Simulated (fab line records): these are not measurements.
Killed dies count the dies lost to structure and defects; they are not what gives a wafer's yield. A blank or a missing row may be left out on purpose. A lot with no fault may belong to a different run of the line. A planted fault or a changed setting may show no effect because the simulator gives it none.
Which tool is to blame? ; flow gf180mcu ; 13 lots, 39 wafers sampled, at 5 steps of a route of 602

## WHAT THE GAUGES READ, wafer by wafer
GF_MVSD_OVL_MEAS_07.
lot;measured;on;MVSD_OVL (nm)
L426;day 4 07:43;overlay-02;1.4 1.5 1.2
L428;day 4 22:19;overlay-01;-1.2 2.6 0.3
L429;day 5 03:01;overlay-02;0.1 -0.2 1.0
L435;day 6 15:34;overlay-02;0.1 0.4 -0.2
L436;day 6 23:28;overlay-01;0.1 0.4 0.9
L437;day 7 02:41;overlay-02;1.9 1.5 0.5
L439;day 7 13:31;overlay-01;-0.2 -0.8 2.6
L440;day 7 17:52;overlay-01;-0.8 1.1 -1.3
L441;day 8 00:02;overlay-01;-0.1 -0.5 -1.2
L442;day 8 07:07;overlay-02;0.8 1.5 2.1
L443;day 8 12:58;overlay-02;-1.6 -0.4 1.1
L445;day 8 22:53;overlay-01;-2.0 -2.6 -1.4
L448;day 9 16:38;overlay-02;3.3 3.9 3.8

GF_VT_IMPLANT_OVL_MEAS_07.
lot;measured;on;VT_IMPLANT_OVL (nm)
L426;day 5 11:37;overlay-01;1.9 1.6 1.5
L428;day 6 03:38;overlay-02;2.2 0.5 1.3
L429;day 6 07:56;overlay-02;2.3 1.4 0.3
L435;day 7 22:16;overlay-01;1.0 -0.6 2.8
L436;day 8 07:25;overlay-02;-0.3 1.1 0.8
L437;day 8 10:55;overlay-02;1.1 1.2 0.6
L439;day 8 22:47;overlay-02;3.7 1.3 2.0
L440;day 9 03:38;overlay-02;2.7 -0.4 1.6
L441;day 9 09:11;overlay-02;3.5 2.0 2.0
L442;day 9 17:28;overlay-02;2.1 0.4 0.4
L443;day 10 00:04;overlay-01;1.5 0.9 1.5
L445;day 10 11:23;overlay-02;2.0 1.9 2.3
L448;day 11 05:31;overlay-02;0.3 0.6 -0.4

GF_VT_IMPLANT_OVL_MEAS_29.
lot;measured;on;VT_IMPLANT_02_OVL (nm)
L426;day 6 18:14;overlay-01;0.0 1.2 -0.1
L428;day 7 10:05;overlay-01;0.6 -0.2 -0.9
L429;day 7 14:47;overlay-01;0.6 0.9 -0.9
L435;day 9 07:37;overlay-01;- - -
L436;day 9 17:46;overlay-01;- - -
L437;day 9 21:49;overlay-01;- - -
L439;day 10 10:07;overlay-02;2.9 3.1 3.1
L440;day 10 14:58;overlay-01;0.4 1.3 0.0
L441;day 10 21:41;overlay-01;3.3 2.2 2.0
L442;day 11 06:10;overlay-02;1.0 1.8 0.4
L443;day 11 13:17;overlay-01;1.6 -1.5 0.7
L445;day 12 00:50;overlay-02;1.1 2.1 2.0
L448;day 12 20:07;overlay-02;1.5 1.5 0.0

## EACH LOT AND THE TOOL THAT RAN IT (in order: tool; ch and the chambers of the sampled wafers; start)
lot;GF_NWELL_STRIP_10;GF_VT_IMPLANT_COAT_24
L426;plasma-asher-01 ch 0,1, day 3 06:46;litho-track-01 ch 0, day 6 10:38
L428;plasma-asher-01 ch 0,1, day 3 19:33;litho-track-02 ch 0, day 7 02:34
L429;plasma-asher-04 ch 0,1, day 3 23:30;litho-track-02 ch 0, day 7 06:46
L435;plasma-asher-01 ch 0,1, day 5 09:31;litho-track-03, day 8 22:55
L436;plasma-asher-04 ch 0, day 5 18:21;litho-track-02, day 9 08:34
L437;plasma-asher-02 ch 0,1, day 5 20:36;litho-track-03, day 9 13:08
L439;plasma-asher-01 ch 0,1, day 6 06:12;litho-track-03 ch 0, day 10 00:58
L440;plasma-asher-04 ch 0,1, day 6 11:12;litho-track-03 ch 0, day 10 06:01
L441;plasma-asher-01 ch 0,1, day 6 16:35;litho-track-01 ch 0, day 10 12:11
L442;plasma-asher-04 ch 0,1, day 6 23:31;litho-track-03 ch 0, day 10 20:31
L443;plasma-asher-04 ch 0,1, day 7 04:09;litho-track-03 ch 0, day 11 04:01
L445;plasma-asher-02 ch 0,1, day 7 13:56;litho-track-02 ch 0, day 11 15:02
L448;plasma-asher-02 ch 0,1, day 8 07:16;litho-track-01 ch 0, day 12 10:15
- GF_NWELL_STRIP_10: strips in O2/N2.
- GF_VT_IMPLANT_COAT_24: resist thk 986 nm.

## AS READ BY THE TOOLS THEMSELVES (means over the sampled wafers that have a number; for cases with no such wafer, the mark the record gives instead)
GF_NWELL_STRIP_10.
lot;tool;drypump-motor-current-A (A);heater-power-w (W);oes-product-au (a.u.);strip-time-to-endpoint-s (s)
L426;plasma-asher-01;6.0;358;0.718;37.03
L428;plasma-asher-01;5.9;354;0.725;36.97
L429;plasma-asher-04;6.1;315;0.719;36.93
L435;plasma-asher-01;5.9;353;0.720;36.91
L436;plasma-asher-04;6.1;314;0.727;36.95
L437;plasma-asher-02;6.3;377;0.721;37.14
L439;plasma-asher-01;6.0;354;0.720;36.97
L440;plasma-asher-04;6.1;321;0.726;36.92
L441;plasma-asher-01;5.7;352;0.719;37.09
L442;plasma-asher-04;6.1;312;0.727;37.12
L443;plasma-asher-04;6.1;315;0.724;36.90
L445;plasma-asher-02;6.2;373;0.719;36.97
L448;plasma-asher-02;6.2;378;0.717;36.93

GF_VT_IMPLANT_COAT_24.
lot;tool;chill-plate-temp-C (C);dispense-pressure-kPa (kPa);exhaust-pa (Pa)
L426;litho-track-01;23.12;49.8;45.1
L428;litho-track-02;23.04;47.7;44.3
L429;litho-track-02;23.00;47.6;43.4
L435;litho-track-03;-;-;-
L436;litho-track-02;-;-;-
L437;litho-track-03;-;-;-
L439;litho-track-03;23.02;51.4;45.5
L440;litho-track-03;22.97;51.4;46.0
L441;litho-track-01;22.97;49.7;43.8
L442;litho-track-03;22.85;51.4;44.7
L443;litho-track-03;22.90;51.4;45.2
L445;litho-track-02;23.04;47.7;44.8
L448;litho-track-01;23.02;49.8;46.5

## THE ANSWER, worked out from the rows above alone
Rule: the usual values come from the lots themselves. The widest of any qualifying gaps counts: lots, ordered by their means at a reading, are off when they make up no more than a third of the lots, leave a main group of 4 or more, and stand apart from it by 3 or more times the standard deviation of that group's means. Not used: any main group whose means are identical at the precision the tables above print for the reading. A lot without any number at a reading at which 4 lots or more have one is off too. The other lots that the step has rows for count as sound. First the gauges in route order, then the tools' own readings, where a lot's mean is used as printed above. The first step at which some lot is off is used, and at that step the reading that is off furthest; a lot without a number counts as furthest.
Off: L435, L436, L437, at GF_VT_IMPLANT_OVL_MEAS_29 (VT_IMPLANT_02_OVL). Without a number there: L435, L436, L437. Mean 1.1 nm and standard deviation 1 in the main group.
If a tool, at a process step before that reading, ran all the lots that are off and no sound lot after the first of them, it fits. The gauges at GF_VT_IMPLANT_OVL_MEAS_29 aren't tried: what is off there is off at GF_VT_IMPLANT_COAT_24 too, on other tools, and a gauge's error can't cause that. Of those tried, none fits.

## WHAT THE SIMULATOR PUT IN
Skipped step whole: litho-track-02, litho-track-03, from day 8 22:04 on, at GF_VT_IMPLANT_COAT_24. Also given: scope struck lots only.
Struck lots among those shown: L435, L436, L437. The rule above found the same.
